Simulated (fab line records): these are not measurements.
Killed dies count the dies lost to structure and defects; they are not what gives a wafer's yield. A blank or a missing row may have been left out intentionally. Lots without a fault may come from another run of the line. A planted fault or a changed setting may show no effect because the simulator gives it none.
What tool caused it? ; flow gf180mcu ; Sampling: 13 lots, 39 wafers, 3 of 602 route steps

## WHAT THE GAUGES READ, wafer by wafer
GF_CONTACT_RS_MEAS_25: uses a four-point probe to measure.
lot;measured;on;CONTACT_W_RS (ohm/sq)
L867;day 16 03:17;film_metro-03;0.385 0.382 0.384
L868;day 16 21:18;film_metro-04;0.386 0.385 0.386
L870;day 17 13:49;film_metro-01;0.385 0.391 0.390
L872;day 18 10:41;film_metro-04;0.378 0.389 0.386
L877;day 20 05:35;film_metro-03;43.671 44.078 43.477 43.664 44.134 43.517
L878;day 20 10:16;film_metro-01;42.898 42.852 42.897 42.944 42.918 42.885
L879;day 21 01:38;film_metro-01;0.386 0.385 0.386
L880;day 21 10:32;film_metro-03;0.390 0.389 0.388
L881;day 21 19:08;film_metro-03;0.386 0.382 0.381
L882;day 21 23:32;film_metro-03;0.388 0.390 0.397
L887;day 23 15:56;film_metro-01;0.381 0.383 0.377
L888;day 24 04:34;film_metro-04;0.376 0.384 0.376
L889;day 24 06:28;film_metro-04;0.384 0.384 0.381

## TOOL THAT RAN EACH LOT (tool first, then ch and the chambers of the sampled wafers, then the start)
lot;GF_CONTACT_SPUTTER_23;GF_CONTACT_CVD_24
L867;pvd_sputter-01, day 16 03:07;cvd_w-01 ch 1, day 16 03:10
L868;pvd_sputter-01, day 16 21:10;cvd_w-01 ch 0,1, day 16 21:12
L870;pvd_sputter-04, day 17 13:39;cvd_w-02 ch 0,1, day 17 13:41
L872;pvd_sputter-01, day 18 10:30;cvd_w-02 ch 0,1, day 18 10:34
L877;pvd_sputter-03, day 20 05:24;cvd_w-02 ch 0,1, day 20 05:27
L878;pvd_sputter-01, day 20 10:05;cvd_w-02 ch 0,1, day 20 10:10
L879;pvd_sputter-03, day 21 01:29;cvd_w-02 ch 0, day 21 01:32
L880;pvd_sputter-03, day 21 10:24;cvd_w-02 ch 0,1, day 21 10:26
L881;pvd_sputter-04, day 21 18:54;cvd_w-01 ch 0,1, day 21 18:56
L882;pvd_sputter-01, day 21 23:18;cvd_w-02 ch 0, day 21 23:20
L887;pvd_sputter-03, day 23 15:48;cvd_w-01 ch 0,1, day 23 15:50
L888;pvd_sputter-04, day 24 04:24;cvd_w-01 ch 0,1, day 24 04:26
L889;pvd_sputter-01, day 24 06:19;cvd_w-01 ch 0,1, day 24 06:20
- GF_CONTACT_SPUTTER_23: material TiN, target thk 10 nm, time 40 s.
- GF_CONTACT_CVD_24: deposits W, target thk 300 nm, time 90.339 s.

## AS READ BY THE TOOLS THEMSELVES (means over the sampled wafers that have a number; for cases with no such wafer, the mark the record gives instead)
GF_CONTACT_SPUTTER_23.
lot;tool;throttle_valve_pct (%)
L867;pvd_sputter-01;30.2
L868;pvd_sputter-01;30.0
L870;pvd_sputter-04;30.3
L872;pvd_sputter-01;29.5
L877;pvd_sputter-03;29.7
L878;pvd_sputter-01;30.4
L879;pvd_sputter-03;29.6
L880;pvd_sputter-03;29.8
L881;pvd_sputter-04;28.9
L882;pvd_sputter-01;30.0
L887;pvd_sputter-03;29.7
L888;pvd_sputter-04;29.2
L889;pvd_sputter-01;29.8

GF_CONTACT_CVD_24.
lot;tool;chamber_pressure_Torr (Torr);heater_power_outer_w (W);heater_power_w (W);susceptor_temp_C (C)
L867;cvd_w-01;39.93;639;932;399.94
L868;cvd_w-01;39.99;562;854;400.17
L870;cvd_w-02;39.93;580;947;399.94
L872;cvd_w-02;39.94;576;963;399.90
L877;cvd_w-02;-;-;-;-
L878;cvd_w-02;-;-;-;-
L879;cvd_w-02;40.01;466;825;399.85
L880;cvd_w-02;39.98;528;896;400.01
L881;cvd_w-01;40.08;526;819;399.86
L882;cvd_w-02;40.14;467;826;399.92
L887;cvd_w-01;40.00;551;853;399.94
L888;cvd_w-01;40.05;527;822;399.85
L889;cvd_w-01;40.01;553;856;400.20

## THE ANSWER, worked out from the rows above alone
Rule: usual is defined by the lots themselves. The widest of any qualifying gaps counts: lots, ordered by their means at a reading, are off when they make up no more than a third of the lots, leave a main group of 4 or more, and stand apart from it by 3 or more times the standard deviation of that group's means. The tables above print the reading to a certain number of digits; a main group whose means all agree to those digits is not used. Also off: a lot with no number at a reading for which 4 or more lots have one. Where the step has rows for the other lots, those lots are counted as sound. First the gauges in route order, then the tools' own readings, where a lot's mean is used as printed above. At the first step where some lot is off, the reading lying furthest off is the one used; lots without a number count as furthest.
Off: at GF_CONTACT_RS_MEAS_25 (CONTACT_W_RS), L877, L878. Mean 0.385 ohm/sq and standard deviation 0.0037 in the main group.
If a tool, at a process step before that reading, ran all the lots that are off and no sound lot after the first of them, it fits. Not tried: the gauges at GF_CONTACT_RS_MEAS_25; whatever is off there is also off at GF_CONTACT_CVD_24, on other tools, and gauge error can't account for it. None of those tried fits.

## WHAT HAD BEEN PUT IN BY THE SIMULATOR
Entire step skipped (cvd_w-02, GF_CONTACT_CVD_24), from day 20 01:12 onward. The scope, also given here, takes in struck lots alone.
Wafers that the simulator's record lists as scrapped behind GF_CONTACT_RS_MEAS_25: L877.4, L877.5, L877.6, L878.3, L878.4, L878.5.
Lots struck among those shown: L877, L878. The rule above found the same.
